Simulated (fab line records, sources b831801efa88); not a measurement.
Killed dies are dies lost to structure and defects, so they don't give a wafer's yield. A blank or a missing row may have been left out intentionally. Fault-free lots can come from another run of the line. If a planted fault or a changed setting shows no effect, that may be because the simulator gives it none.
Chamber matching ; flow gf180mcu ; 4 sister chambers for GF_V3_ETCH_16 on rieDiel-02
The step etches BARC in N2/H2. 8 wafers are shown with their chamber, then 11 later ones without.

## EACH WAFER AND ITS CHAMBER
wafer;chamber;oesProductAu (a.u.);throttleValvePct (%)
L086.5;0;0.855;13.221
L090.1;1;0.856;13.240
L090.2;2;0.853;13.232
L090.5;1;0.855;13.216
L091.3;0;0.849;13.219
L091.4;3;0.852;13.224
L091.5;2;0.855;13.239
L092.1;3;0.853;13.232

## WAFERS WITH NO CHAMBER GIVEN
wafer;oesProductAu (a.u.);throttleValvePct (%)
L092.2;0.857;13.221
L092.5;0.855;13.226
L093.1;0.852;13.219
L093.2;0.870;13.226
L093.4;0.856;13.225
L094.1;0.857;13.231
L094.2;0.854;13.237
L094.3;0.855;13.223
L096.2;0.855;13.220
L096.4;0.853;13.220
L096.5;0.857;13.221

## THE CHAMBER EACH PASSED THROUGH
wafer;from the rows above;in truth
L092.2;can't be placed: 1 or 2 or 3 or 0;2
L092.5;can't be placed: 1 or 2 or 3 or 0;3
L093.1;can't be placed: 0 or 3 or 1 or 2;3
L093.2;can't be placed: 1 or 2 or 3 or 0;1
L093.4;can't be placed: 1 or 2 or 3 or 0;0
L094.1;can't be placed: 1 or 2 or 3 or 0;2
L094.2;can't be placed: 2 or 1 or 3 or 0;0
L094.3;can't be placed: 1 or 3 or 0 or 2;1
L096.2;can't be placed: 1 or 0 or 3 or 2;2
L096.4;can't be placed: 0 or 3 or 1 or 2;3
L096.5;can't be placed: 1 or 2 or 3 or 0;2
Correct placement for 0 of the 11. Can't be placed from these rows: 11 (the true chamber is among the candidates in 11). 0 placed wrongly.
How it was worked out, from the rows above alone: a wafer's distance from a chamber is the root of the sum, over the readings, of the square of ((its reading less the chamber's mean) divided by the reading's scatter). If the next closest chamber is less than 2 further off than the closest, the wafer can't be placed; otherwise it belongs to the closest. For every chamber, the mean is computed from those of its wafers that are shown. The scatter is the square root of a quotient: the sum, over the shown wafers, of each reading's squared deviation from its chamber's mean, divided by wafers minus chambers.
